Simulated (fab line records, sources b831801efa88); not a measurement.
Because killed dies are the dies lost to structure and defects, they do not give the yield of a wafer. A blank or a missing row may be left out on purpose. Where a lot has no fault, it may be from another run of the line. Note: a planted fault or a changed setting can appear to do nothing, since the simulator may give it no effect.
fab line records :: flow sky130
record:
  lots: 5
  wafers: 15
  last-day: 50
route steps=708 shown GATE_OXIDE@188 PAD_OPEN@708
lots untouched by any fault: they come from a run of this same line in which no faults occurred
start-h: hours from the record's opening day to when the first of the lot's shown wafers began :: wait-h: hours from the lot's prior step to this one :: " the same as in the row above :: L1.1+2: a single row standing in for several wafers :: - no value present, or no start provided :: * or withheld: withheld :: < > ~ a bound
route shown NAME@n: a module of which the file shows steps, and the number in the route of the first :: usual: mean/standard deviation of fault-free wafers :: same: alike in all rows :: chamber/n: place in a boat :: sites: each site's reading :: _std_site: standard deviation across them :: _edge_site: inner sites' mean taken away from outer sites' mean :: radius-mm: for every site, how far away it sits from the centre of the wafer :: mask NAME#n: copy n :: behind: the most recent tool/chamber to have shaped the wafer :: hold: why the lot was held/for how many hours/how that ended :: device: names the non-switching transistor (n, p or np) :: end of line: the tests these same wafers got at the end of their route :: step lacking rows: just its recipe :: killed: count of dies lost to structure and defects at first sort (not the wafer's yield) :: map: a wafer's dies, marking killed ones x, the rest . and places with no die _
set.NAME: the setting the step ran with; set.NAME@STEP: the setting that earlier step ran with :: model.NAME: the simulator's own value behind a step, which no gauge read
lots at some steps of the route; a table a step, a row a wafer
services: from which hour (start-h, from the record's first day; less than 0 if before it) a tool's chamber was out of use, for how many hours, and why
== steps ==
step: SKY_GATE_OXIDE_OXIDATION_01
recipe:
  temp-c: 900
  ambient: O2
  stabilise-s: 600
  purge-s: 300
  target-thk-a: 102.68
  ox-time-s: 1453
step: SKY_GATE_OXIDE_THK_MEAS_02
recipe:
  reads: SiO2_of_GATE_OXIDE_OXIDATION_01
usual:
  GATE_OXIDE_OXIDATION_00_THK: 10.22/0.18
lot.wafer: L554.1
tool: film-metro-02
chamber: -
start-h: 294.20
wait-h: 0.0
GATE_OXIDE_OXIDATION_00_THK[nm]: 9.82

lot.wafer: L554.5
tool: film-metro-02
chamber: -
start-h: 294.20
wait-h: 0.0
GATE_OXIDE_OXIDATION_00_THK[nm]: 10.03

lot.wafer: L554.6
tool: film-metro-02
chamber: -
start-h: 294.20
wait-h: 0.0
GATE_OXIDE_OXIDATION_00_THK[nm]: 10.01

lot.wafer: L558.1
tool: film-metro-03
chamber: -
start-h: 339.82
wait-h: 0.0
GATE_OXIDE_OXIDATION_00_THK[nm]: 10.15

lot.wafer: L558.5
tool: film-metro-03
chamber: -
start-h: 339.82
wait-h: 0.0
GATE_OXIDE_OXIDATION_00_THK[nm]: 10.19

lot.wafer: L558.6
tool: film-metro-03
chamber: -
start-h: 339.82
wait-h: 0.0
GATE_OXIDE_OXIDATION_00_THK[nm]: 10.07

lot.wafer: L566.1
tool: film-metro-04
chamber: -
start-h: 409.25
wait-h: 0.0
GATE_OXIDE_OXIDATION_00_THK[nm]: 10.38

lot.wafer: L566.3
tool: film-metro-04
chamber: -
start-h: 409.25
wait-h: 0.0
GATE_OXIDE_OXIDATION_00_THK[nm]: 10.40

lot.wafer: L566.5
tool: film-metro-04
chamber: -
start-h: 409.25
wait-h: 0.0
GATE_OXIDE_OXIDATION_00_THK[nm]: 10.29

lot.wafer: L571.1
tool: film-metro-02
chamber: -
start-h: 439.62
wait-h: 0.0
GATE_OXIDE_OXIDATION_00_THK[nm]: 10.49

lot.wafer: L571.2
tool: film-metro-02
chamber: -
start-h: 439.62
wait-h: 0.0
GATE_OXIDE_OXIDATION_00_THK[nm]: 10.53

lot.wafer: L571.6
tool: film-metro-02
chamber: -
start-h: 439.62
wait-h: 0.0
GATE_OXIDE_OXIDATION_00_THK[nm]: 10.47

lot.wafer: L573.3
tool: film-metro-03
chamber: -
start-h: 451.09
wait-h: 0.0
GATE_OXIDE_OXIDATION_00_THK[nm]: 10.39

lot.wafer: L573.5
tool: film-metro-03
chamber: -
start-h: 451.09
wait-h: 0.0
GATE_OXIDE_OXIDATION_00_THK[nm]: 10.47

lot.wafer: L573.6
tool: film-metro-03
chamber: -
start-h: 451.09
wait-h: 0.0
GATE_OXIDE_OXIDATION_00_THK[nm]: 10.27
step: SKY_GATE_OXIDE_DEHYDRATE_03
recipe:
  temp-c: 200
  time-s: 60
step: SKY_GATE_OXIDE_HMDS_04
recipe:
  prime-time-s: 60
  prime-temp-c: 120
step: SKY_GATE_OXIDE_COAT_05
recipe:
  resist: NOVOLAK
  spin-rpm: 3000
  resist-thk-nm: 1140
step: SKY_GATE_OXIDE_SOFTBAKE_06
recipe:
  temp-c: 90
  time-s: 60
  resist: NOVOLAK
step: SKY_GATE_OXIDE_EXPOSE_07
recipe:
  mask-id: LVOM
  na: 0.6
  source-shape: conventional
  sigma-outer: 0.6
  polarization: unpolarized
  target-cd-nm: 600
  dose-mj: 170
step: SKY_GATE_OXIDE_PEB_08
recipe:
  temp-c: withheld
  time-s: *
  resist: NOVOLAK
step: SKY_GATE_OXIDE_DEVELOP_09
recipe:
  resist: NOVOLAK
  developer: TMAH
  develop-time-s: 60
  dev-temp-c: 23
step: SKY_GATE_OXIDE_OVL_MEAS_10
usual:
  GATE_OXIDE_OVL: -0.4/1.4
lot.wafer: L554.1
tool: overlay-01
chamber: -
start-h: 319.47
wait-h: 0.1
GATE_OXIDE_OVL[nm]: -1.3

lot.wafer: L554.5
tool: overlay-01
chamber: -
start-h: 319.47
wait-h: 0.1
GATE_OXIDE_OVL[nm]: -0.5

lot.wafer: L554.6
tool: overlay-01
chamber: -
start-h: 319.47
wait-h: 0.1
GATE_OXIDE_OVL[nm]: -2.7

lot.wafer: L558.1
tool: overlay-01
chamber: -
start-h: 368.18
wait-h: 0.1
GATE_OXIDE_OVL[nm]: -0.7

lot.wafer: L558.5
tool: overlay-01
chamber: -
start-h: 368.18
wait-h: 0.1
GATE_OXIDE_OVL[nm]: 0.3

lot.wafer: L558.6
tool: overlay-01
chamber: -
start-h: 368.18
wait-h: 0.1
GATE_OXIDE_OVL[nm]: -0.3

lot.wafer: L566.1
tool: overlay-02
chamber: -
start-h: 439.70
wait-h: 0.1
GATE_OXIDE_OVL[nm]: -1.4

lot.wafer: L566.3
tool: overlay-02
chamber: -
start-h: 439.70
wait-h: 0.1
GATE_OXIDE_OVL[nm]: -0.5

lot.wafer: L566.5
tool: overlay-02
chamber: -
start-h: 439.70
wait-h: 0.1
GATE_OXIDE_OVL[nm]: -0.9

lot.wafer: L571.1
tool: overlay-01
chamber: -
start-h: 470.65
wait-h: 0.1
GATE_OXIDE_OVL[nm]: -3.3

lot.wafer: L571.2
tool: overlay-01
chamber: -
start-h: 470.65
wait-h: 0.1
GATE_OXIDE_OVL[nm]: -0.1

lot.wafer: L571.6
tool: overlay-01
chamber: -
start-h: 470.65
wait-h: 0.1
GATE_OXIDE_OVL[nm]: -1.1

lot.wafer: L573.3
tool: overlay-01
chamber: -
start-h: 487.99
wait-h: 0.1
GATE_OXIDE_OVL[nm]: -0.8

lot.wafer: L573.5
tool: overlay-01
chamber: -
start-h: 487.99
wait-h: 0.1
GATE_OXIDE_OVL[nm]: -1.3

lot.wafer: L573.6
tool: overlay-01
chamber: -
start-h: 487.99
wait-h: 0.1
GATE_OXIDE_OVL[nm]: -1.0
step: SKY_GATE_OXIDE_IMPLANT_11
recipe:
  species: B
  energy-kev: 10
  dose-cm2: 2.6e+12
  tilt-deg: withheld
step: SKY_GATE_OXIDE_WET_ETCH_12
recipe:
  chemistry: dHF
  target-depth-nm: 16.8
  dry: n2-spin
  target: SiO2
  dilution: 100:1
  temp-c: 25
  time-s: 336
step: SKY_GATE_OXIDE_STRIP_13
recipe:
  chemistry: O2/N2
  power-w: 1400
  pressure-mtorr: 1500
  platen-temp-c: withheld
  o2-flow-sccm: 3000
  n2-flow-sccm: 300
  overash-fraction: 0.5
usual:
  drypump-motor-current-A: 5.96/0.28
  oes-product-au: 0.715/0.0043
  strip-time-to-endpoint-s: 14.19/0.043
lot.wafer: L554.1
tool: plasma-asher-01
chamber: 1
start-h: 319.75
wait-h: 0.0
drypump-motor-current-A: 6.07
oes-product-au: 0.708
rf-hours-counter-h: 50
strip-time-to-endpoint-s: 14.13
model.NOVOLAK_of_GATE_OXIDE_COAT_05.thk-nm: 0

lot.wafer: L554.5
tool: plasma-asher-01
chamber: 1
start-h: 319.75
wait-h: 0.0
drypump-motor-current-A: 6.10
oes-product-au: 0.711
rf-hours-counter-h: -
strip-time-to-endpoint-s: 14.16
model.NOVOLAK_of_GATE_OXIDE_COAT_05.thk-nm: 0

lot.wafer: L554.6
tool: plasma-asher-01
chamber: 0
start-h: 319.75
wait-h: 0.0
drypump-motor-current-A: 6.14
oes-product-au: 0.715
rf-hours-counter-h: -
strip-time-to-endpoint-s: 14.12
model.NOVOLAK_of_GATE_OXIDE_COAT_05.thk-nm: 0

lot.wafer: L558.1
tool: plasma-asher-02
chamber: 0
start-h: 368.46
wait-h: 0.0
drypump-motor-current-A: 5.91
oes-product-au: 0.718
rf-hours-counter-h: 67
strip-time-to-endpoint-s: 14.25
model.NOVOLAK_of_GATE_OXIDE_COAT_05.thk-nm: 0

lot.wafer: L558.5
tool: plasma-asher-02
chamber: 0
start-h: 368.46
wait-h: 0.0
drypump-motor-current-A: 5.94
oes-product-au: 0.720
rf-hours-counter-h: -
strip-time-to-endpoint-s: 14.27
model.NOVOLAK_of_GATE_OXIDE_COAT_05.thk-nm: 0

lot.wafer: L558.6
tool: plasma-asher-02
chamber: 1
start-h: 368.46
wait-h: 0.0
drypump-motor-current-A: 5.57
oes-product-au: 0.722
rf-hours-counter-h: -
strip-time-to-endpoint-s: 14.25
model.NOVOLAK_of_GATE_OXIDE_COAT_05.thk-nm: 0

lot.wafer: L566.1
tool: plasma-asher-01
chamber: 1
start-h: 440.09
wait-h: 0.0
drypump-motor-current-A: 6.11
oes-product-au: 0.939
rf-hours-counter-h: 62
strip-time-to-endpoint-s: -
model.NOVOLAK_of_GATE_OXIDE_COAT_05.thk-nm: 457.5

lot.wafer: L566.3
tool: plasma-asher-01
chamber: 1
start-h: 440.09
wait-h: 0.0
drypump-motor-current-A: 6.14
oes-product-au: 0.921
rf-hours-counter-h: -
strip-time-to-endpoint-s: -
model.NOVOLAK_of_GATE_OXIDE_COAT_05.thk-nm: 458.7

lot.wafer: L566.5
tool: plasma-asher-01
chamber: 0
start-h: 440.09
wait-h: 0.0
drypump-motor-current-A: 6.14
oes-product-au: 0.940
rf-hours-counter-h: -
strip-time-to-endpoint-s: -
model.NOVOLAK_of_GATE_OXIDE_COAT_05.thk-nm: 458.4

lot.wafer: L571.1
tool: plasma-asher-03
chamber: 1
start-h: 470.93
wait-h: 0.0
drypump-motor-current-A: 5.77
oes-product-au: 0.716
rf-hours-counter-h: 35
strip-time-to-endpoint-s: 14.15
model.NOVOLAK_of_GATE_OXIDE_COAT_05.thk-nm: 0

lot.wafer: L571.2
tool: plasma-asher-03
chamber: 0
start-h: 470.93
wait-h: 0.0
drypump-motor-current-A: 6.46
oes-product-au: 0.708
rf-hours-counter-h: 35
strip-time-to-endpoint-s: 14.12
model.NOVOLAK_of_GATE_OXIDE_COAT_05.thk-nm: 0

lot.wafer: L571.6
tool: plasma-asher-03
chamber: 1
start-h: 470.93
wait-h: 0.0
drypump-motor-current-A: 5.79
oes-product-au: 0.716
rf-hours-counter-h: -
strip-time-to-endpoint-s: 14.16
model.NOVOLAK_of_GATE_OXIDE_COAT_05.thk-nm: 0

lot.wafer: L573.3
tool: plasma-asher-02
chamber: 1
start-h: 488.29
wait-h: 0.0
drypump-motor-current-A: 5.56
oes-product-au: 0.710
rf-hours-counter-h: -
strip-time-to-endpoint-s: 14.21
model.NOVOLAK_of_GATE_OXIDE_COAT_05.thk-nm: 0

lot.wafer: L573.5
tool: plasma-asher-02
chamber: 1
start-h: 488.29
wait-h: 0.0
drypump-motor-current-A: 5.55
oes-product-au: 0.723
rf-hours-counter-h: -
strip-time-to-endpoint-s: 14.21
model.NOVOLAK_of_GATE_OXIDE_COAT_05.thk-nm: 0

lot.wafer: L573.6
tool: plasma-asher-02
chamber: 0
start-h: 488.29
wait-h: 0.0
drypump-motor-current-A: 5.92
oes-product-au: 0.706
rf-hours-counter-h: -
strip-time-to-endpoint-s: 14.21
model.NOVOLAK_of_GATE_OXIDE_COAT_05.thk-nm: 0
step: SKY_GATE_OXIDE_TW_MEAS_14
usual:
  GATE_OXIDE_TW: 225/5
lot.wafer: L554.1
tool: film-metro-03
chamber: -
start-h: 319.85
wait-h: 0.1
GATE_OXIDE_TW: 221

lot.wafer: L554.5
tool: film-metro-03
chamber: -
start-h: 319.85
wait-h: 0.1
GATE_OXIDE_TW: 222

lot.wafer: L554.6
tool: film-metro-03
chamber: -
start-h: 319.85
wait-h: 0.1
GATE_OXIDE_TW: 221

lot.wafer: L558.1
tool: film-metro-03
chamber: -
start-h: 368.56
wait-h: 0.1
GATE_OXIDE_TW: 223

lot.wafer: L558.5
tool: film-metro-03
chamber: -
start-h: 368.56
wait-h: 0.1
GATE_OXIDE_TW: 223

lot.wafer: L558.6
tool: film-metro-03
chamber: -
start-h: 368.56
wait-h: 0.1
GATE_OXIDE_TW: 224

lot.wafer: L566.1
tool: film-metro-03
chamber: -
start-h: 440.19
wait-h: 0.1
GATE_OXIDE_TW: 223

lot.wafer: L566.3
tool: film-metro-03
chamber: -
start-h: 440.19
wait-h: 0.1
GATE_OXIDE_TW: 224

lot.wafer: L566.5
tool: film-metro-03
chamber: -
start-h: 440.19
wait-h: 0.1
GATE_OXIDE_TW: 224

lot.wafer: L571.1
tool: film-metro-03
chamber: -
start-h: 471.03
wait-h: 0.1
GATE_OXIDE_TW: 223

lot.wafer: L571.2
tool: film-metro-03
chamber: -
start-h: 471.03
wait-h: 0.1
GATE_OXIDE_TW: 222

lot.wafer: L571.6
tool: film-metro-03
chamber: -
start-h: 471.03
wait-h: 0.1
GATE_OXIDE_TW: 224

lot.wafer: L573.3
tool: film-metro-04
chamber: -
start-h: 488.38
wait-h: 0.1
GATE_OXIDE_TW: 220

lot.wafer: L573.5
tool: film-metro-04
chamber: -
start-h: 488.38
wait-h: 0.1
GATE_OXIDE_TW: 220

lot.wafer: L573.6
tool: film-metro-04
chamber: -
start-h: 488.38
wait-h: 0.1
GATE_OXIDE_TW: 220
step: SKY_PAD_OPEN_PROBE_99
usual:
  killed_at_M0_to_M3: 44/7.3
  killed_at_M4_up: 3.1/1.9
  killed-at-contacts: 24/5.3
  killed-at-front-end: 15/4
  killed-at-other: 0.4/0.6
  killed-dies: 86/9.2
  killed-on-rim: 17/3.5
  killed-open: 47/6.9
  killed-short: 39/6.9
same:
  gross-dies: 492
  killed-at-back-side: 0
lot.wafer: L558.1
tool: prober-02
chamber: -
start-h: 1115.76
wait-h: 0.1
killed_at_M0_to_M3: 31
killed_at_M4_up: 0
killed-at-contacts: 25
killed-at-front-end: 13
killed-at-other: 0
killed-dies: 69
killed-on-rim: 16
killed-open: 45
killed-short: 24

lot.wafer: L558.5
tool: prober-02
chamber: -
start-h: 1115.96
wait-h: 0.2
killed_at_M0_to_M3: 49
killed_at_M4_up: 0
killed-at-contacts: 21
killed-at-front-end: 20
killed-at-other: 0
killed-dies: 90
killed-on-rim: 23
killed-open: 41
killed-short: 49

lot.wafer: L558.6
tool: prober-02
chamber: -
start-h: 1116.01
wait-h: 0.2
killed_at_M0_to_M3: 32
killed_at_M4_up: 3
killed-at-contacts: 21
killed-at-front-end: 13
killed-at-other: 0
killed-dies: 69
killed-on-rim: 12
killed-open: 39
killed-short: 30

lot.wafer: L566.1
tool: prober-02
chamber: -
start-h: 1160.99
wait-h: 0.1
killed_at_M0_to_M3: 39
killed_at_M4_up: 5
killed-at-contacts: 22
killed-at-front-end: 426
killed-at-other: 0
killed-dies: 492
killed-on-rim: 96
killed-open: 56
killed-short: 31

lot.wafer: L566.3
tool: prober-02
chamber: -
start-h: 1161.09
wait-h: 0.2
killed_at_M0_to_M3: 46
killed_at_M4_up: 1
killed-at-contacts: 25
killed-at-front-end: 420
killed-at-other: 0
killed-dies: 492
killed-on-rim: 96
killed-open: 48
killed-short: 34

lot.wafer: L566.5
tool: prober-02
chamber: -
start-h: 1161.19
wait-h: 0.2
killed_at_M0_to_M3: 42
killed_at_M4_up: 2
killed-at-contacts: 29
killed-at-front-end: 418
killed-at-other: 1
killed-dies: 492
killed-on-rim: 96
killed-open: 45
killed-short: 41
killed by level:class
L558.1 VIA1:geometric-particle:open=10 LI_CONTACT:geometric-particle:open=8 CONTACT:geometric-particle:open=8 METAL2:geometric-particle:short=5 VIA3:geometric-particle:open=5 FIELD_ISO:geometric-particle:open=3 POLY_GATE:geometric-particle:short=3 LOCAL_INTERCONNECT:geometric-particle:open=3
L558.5 CONTACT:geometric-particle:open=8 METAL1:geometric-particle:short=8 METAL2:geometric-particle:short=8 VIA2:geometric-particle:open=7 VIA2:geometric-particle:short=6 POLY_GATE:geometric-particle:short=5 LI_CONTACT:geometric-particle:open=5 VIA3:geometric-particle:open=5
L558.6 CONTACT:geometric-particle:open=9 VIA1:geometric-particle:open=7 CONTACT:geometric-particle:short=5 VIA2:geometric-particle:open=5 VIA3:geometric-particle:open=5 POLY_GATE:geometric-particle:open=4 FIELD_ISO:geometric-particle:short=3 LI_CONTACT:geometric-particle:open=3
L566.1 GATE_OXIDE:area-oxidation=404 CONTACT:geometric-particle:open=14 VIA1:geometric-particle:open=9 POLY_GATE:geometric-particle:open=8 VIA2:geometric-particle:open=7 METAL2:geometric-particle:short=7 FIELD_ISO:geometric-particle:open=6 VIA3:geometric-particle:open=5
L566.3 GATE_OXIDE:area-oxidation=409 VIA1:geometric-particle:open=14 CONTACT:geometric-particle:open=10 METAL1:geometric-particle:short=8 VIA2:geometric-particle:open=7 FIELD_ISO:geometric-particle:open=6 LI_CONTACT:geometric-particle:open=6 CONTACT:geometric-particle:short=5
L566.5 GATE_OXIDE:area-oxidation=406 CONTACT:geometric-particle:open=10 VIA1:geometric-particle:open=9 VIA3:geometric-particle:open=8 LOCAL_INTERCONNECT:geometric-particle:short=6 FIELD_ISO:geometric-particle:open=5 VIA1:geometric-particle:short=5 CONTACT:geometric-particle:short=5
map L566.1 (x killed, . not)
__________xxxxxxxxxx_________
________xxxxxxxxxxxxxx_______
______xxxxxxxxxxxxxxxxxx_____
_____xxxxxxxxxxxxxxxxxxxx____
____xxxxxxxxxxxxxxxxxxxxxx___
___xxxxxxxxxxxxxxxxxxxxxxxx__
__xxxxxxxxxxxxxxxxxxxxxxxxxx_
_xxxxxxxxxxxxxxxxxxxxxxxxxxxx
_xxxxxxxxxxxxxxxxxxxxxxxxxxxx
_xxxxxxxxxxxxxxxxxxxxxxxxxxxx
_xxxxxxxxxxxxxxxxxxxxxxxxxxxx
_xxxxxxxxxxxxxxxxxxxxxxxxxxxx
_xxxxxxxxxxxxxxxxxxxxxxxxxxxx
_xxxxxxxxxxxxxxxxxxxxxxxxxxxx
_xxxxxxxxxxxxxxxxxxxxxxxxxxxx
__xxxxxxxxxxxxxxxxxxxxxxxxxx_
___xxxxxxxxxxxxxxxxxxxxxxxx__
____xxxxxxxxxxxxxxxxxxxxxx___
_____xxxxxxxxxxxxxxxxxxxx____
______xxxxxxxxxxxxxxxxxx_____
________xxxxxxxxxxxxxx_______
__________xxxxxxxxxx_________
map L554.5 (x killed, . not)
__________......x..._________
________.x.x.........._______
______..x...x..x.....x.x_____
_____x.......x.....xxx...____
____xx.x.....xx........x.x___
___..x.......x....x........__
__......x.....x....x.......x_
_.x.......x...x.......x...x..
_............x...........x...
_...x.x...x.x....x.....x.x.xx
_x..........x.x......x.......
_....x.....x........x........
_.x...x........x.....x.......
_x..x...x.x......x......x....
_........x......x..xx...x.x..
__xxx.x......x...x.........._
___.......xx...x......x....__
____.....x.........x......___
_____........x.....x.....____
______....x..x....x....._____
________..x......x...._______
__________x.......x._________
== services ==
tool: plasma-asher-01
chamber: -
start-h: 318.18
hours: 0.5
kind: repair

tool: plasma-asher-02
chamber: -
start-h: 347.63
hours: 2.8
kind: pm

tool: plasma-asher-03
chamber: -
start-h: 403.86
hours: 0.7
kind: repair

tool: plasma-asher-03
chamber: -
start-h: 407.37
hours: 3.8
kind: repair

tool: plasma-asher-02
chamber: -
start-h: 416.13
hours: 1.8
kind: repair

tool: plasma-asher-02
chamber: -
start-h: 418.35
hours: 3.1
kind: repair

tool: plasma-asher-02
chamber: -
start-h: 421.41
hours: 9.0
kind: pm

tool: plasma-asher-02
chamber: 0
start-h: 421.41
hours: 9.0
kind: vent-cycle

tool: plasma-asher-02
chamber: 1
start-h: 421.41
hours: 9.0
kind: vent-cycle

tool: plasma-asher-02
chamber: 0
start-h: 430.41
hours: -
kind: clean

tool: plasma-asher-02
chamber: 1
start-h: 430.41
hours: -
kind: clean

tool: plasma-asher-01
chamber: -
start-h: 479.91
hours: 14.6
kind: pm
== key ==
first-sign:
  step: SKY_GATE_OXIDE_STRIP_13
  reading: oes-product-au
  direction: up
  sigmas: 50
  usual: 0.715
  struck: 0.933
effect:
  step: SKY_PAD_OPEN_PROBE_99
  reading: killed-at-front-end
  direction: up
  sigmas: 99+
  usual: 15
  struck: 421
model-effect:
  step: SKY_GATE_OXIDE_STRIP_13
  value: NOVOLAK_of_GATE_OXIDE_COAT_05.thk-nm
  without: 0
  struck: 458.2
more-kills-born-at:
  SKY_GATE_OXIDE_OXIDATION_16@furnace-01: 1219
met-at SKY_GATE_OXIDE_STRIP_13
struck-wafers L566.1,L566.3,L566.5
later-rows-left-out L566.1,L566.3,L566.5
tester-left-out L566
onset-between 319.75 440.09
fault:
  kind: strip-aborted
  tool: plasma-asher-01
  chamber: -
  onset-h: 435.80
  steps: SKY_GATE_OXIDE_STRIP_13
  offset: 0.66231
  end-h: 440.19
tester-left-out: of these lots the tester's yield and bins aren't shown, on N5 and GAA mostly nor the transistor test; their killed dies are dies lost to structure and defects alone, not to doping, threshold or leakage, so they don't give the yield
later-rows-left-out: the simulator's readings of these wafers behind a module that went badly wrong aren't trusted and aren't shown, but for the sort
